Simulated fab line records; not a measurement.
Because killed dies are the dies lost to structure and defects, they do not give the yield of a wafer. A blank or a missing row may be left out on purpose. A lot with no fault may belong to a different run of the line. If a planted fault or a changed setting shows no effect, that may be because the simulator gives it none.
Tool commonality check :: flow gf180mcu :: Lots sampled 14, wafers sampled 42

REASON FOR OPENING
At GF_POLY_GATE_THK_MEAS_01 the reading POLY_GATE_CVD_00_THK is flagged on 3 of 14 lots. Fault-free wafers read 200.3 nm, with a standard deviation of 1.9.
Rule: a lot is flagged in two cases, either no wafer of it has a number, or all its wafers with numbers fall more than 4 standard deviations from that mean. As for the other lots, they are considered sound.

lot: L948
measured: day 8 17:10
on: film-metro-02
POLY_GATE_CVD_00_THK (nm), wafer by wafer: 201.0 199.0 201.1
flag: 

lot: L949
measured: day 9 00:00
on: film-metro-03
POLY_GATE_CVD_00_THK (nm), wafer by wafer: 201.1 202.2 200.5
flag: 

lot: L950
measured: day 9 07:37
on: film-metro-02
POLY_GATE_CVD_00_THK (nm), wafer by wafer: 201.9 202.3 202.0
flag: 

lot: L951
measured: day 9 14:17
on: film-metro-03
POLY_GATE_CVD_00_THK (nm), wafer by wafer: 203.8 204.6 203.1
flag: 

lot: L952
measured: day 10 01:21
on: film-metro-03
POLY_GATE_CVD_00_THK (nm), wafer by wafer: 401.1 397.8 399.9
flag: FLAGGED

lot: L954
measured: day 10 17:26
on: film-metro-01
POLY_GATE_CVD_00_THK (nm), wafer by wafer: 202.7 201.8 199.4
flag: 

lot: L956
measured: day 11 11:01
on: film-metro-02
POLY_GATE_CVD_00_THK (nm), wafer by wafer: 399.7 401.4 399.2
flag: FLAGGED

lot: L957
measured: day 12 01:21
on: film-metro-03
POLY_GATE_CVD_00_THK (nm), wafer by wafer: 398.5 397.7 399.6
flag: FLAGGED

lot: L964
measured: day 13 15:55
on: film-metro-02
POLY_GATE_CVD_00_THK (nm), wafer by wafer: 205.4 204.1 203.9
flag: 

lot: L966
measured: day 14 06:19
on: film-metro-02
POLY_GATE_CVD_00_THK (nm), wafer by wafer: 199.6 200.3 199.2
flag: 

lot: L967
measured: day 14 06:19
on: film-metro-01
POLY_GATE_CVD_00_THK (nm), wafer by wafer: 198.5 197.6 199.4
flag: 

lot: L968
measured: day 14 11:10
on: film-metro-01
POLY_GATE_CVD_00_THK (nm), wafer by wafer: 199.8 200.1 201.3
flag: 

lot: L969
measured: day 14 18:11
on: film-metro-03
POLY_GATE_CVD_00_THK (nm), wafer by wafer: 199.9 199.3 201.4
flag: 

lot: L970
measured: day 15 03:02
on: film-metro-01
POLY_GATE_CVD_00_THK (nm), wafer by wafer: 201.9 202.9 201.5
flag: 
Averaged over the flagged lots the numbers come to 399.4 nm, +199.1 nm from the usual (+99 or more standard deviations).

LOT BY LOT: THE TOOL USED
The record keeps 1 process step preceding the reading, out of 602 steps on the route. Read each cell as the tool, then ch plus the chambers that the sampled wafers visited, then the start.
lot: L948
flag: 
GF_POLY_GATE_CVD_00: lpcvd-02 ch 1, day 8 15:50

lot: L949
flag: 
GF_POLY_GATE_CVD_00: lpcvd-01 ch 1, day 8 22:40

lot: L950
flag: 
GF_POLY_GATE_CVD_00: lpcvd-01 ch 0, day 9 06:17

lot: L951
flag: 
GF_POLY_GATE_CVD_00: lpcvd-01 ch 0, day 9 12:57

lot: L952
flag: FLAGGED
GF_POLY_GATE_CVD_00: lpcvd-01 ch 0, day 9 20:34 and lpcvd-02 ch 0, day 10 00:01

lot: L954
flag: 
GF_POLY_GATE_CVD_00: lpcvd-02 ch 0, day 10 16:07

lot: L956
flag: FLAGGED
GF_POLY_GATE_CVD_00: lpcvd-01 ch 1, day 11 06:48

lot: L957
flag: FLAGGED
GF_POLY_GATE_CVD_00: lpcvd-02 ch 1, day 11 20:33 and lpcvd-01 ch 1, day 11 23:59

lot: L964
flag: 
GF_POLY_GATE_CVD_00: lpcvd-02 ch 0, day 13 13:55

lot: L966
flag: 
GF_POLY_GATE_CVD_00: lpcvd-02 ch 1, day 14 04:19

lot: L967
flag: 
GF_POLY_GATE_CVD_00: lpcvd-02 ch 0, day 14 04:19

lot: L968
flag: 
GF_POLY_GATE_CVD_00: lpcvd-01 ch 0, day 14 09:08

lot: L969
flag: 
GF_POLY_GATE_CVD_00: lpcvd-02 ch 0, day 14 16:50

lot: L970
flag: 
GF_POLY_GATE_CVD_00: lpcvd-02 ch 0, day 15 01:41
These steps, and what they do:
- GF_POLY_GATE_CVD_00: deposits poly-Si, target thk 200 nm, time 1200 s.
- GF_POLY_GATE_THK_MEAS_01

FLAGGED OVER TOTAL, TOOL BY TOOL (the gauges that took the reading come last)
step: GF_POLY_GATE_CVD_00
tool: lpcvd-01
lots run: 7
flagged: 3
share of the flagged lots: all
sound lots run after its first flagged lot: 1 (L968)

step: GF_POLY_GATE_CVD_00
tool: lpcvd-02
lots run: 9
flagged: 2
share of the flagged lots: some
sound lots run after its first flagged lot: 6 (L954,L964,L966,L967,L969,L970)

step: GF_POLY_GATE_THK_MEAS_01
tool: film-metro-01
lots run: 4
flagged: 0
share of the flagged lots: none
sound lots run after its first flagged lot: -

step: GF_POLY_GATE_THK_MEAS_01
tool: film-metro-02
lots run: 5
flagged: 1
share of the flagged lots: some
sound lots run after its first flagged lot: 2 (L964,L966)

step: GF_POLY_GATE_THK_MEAS_01
tool: film-metro-03
lots run: 5
flagged: 2
share of the flagged lots: some
sound lots run after its first flagged lot: 1 (L969)

WHAT THE TABLE PERMITS
1 row of the table ran every flagged lot: lpcvd-01 at GF_POLY_GATE_CVD_00.
- lpcvd-01 at GF_POLY_GATE_CVD_00 ran 7 lots, 3 of them flagged. Sound lots followed the first flagged one (L968) on it, something a lasting fault affecting the whole tool could not allow.
Every row of the table either missed a flagged lot or ran a sound lot after the first.

WHAT THE SIMULATOR PUT IN
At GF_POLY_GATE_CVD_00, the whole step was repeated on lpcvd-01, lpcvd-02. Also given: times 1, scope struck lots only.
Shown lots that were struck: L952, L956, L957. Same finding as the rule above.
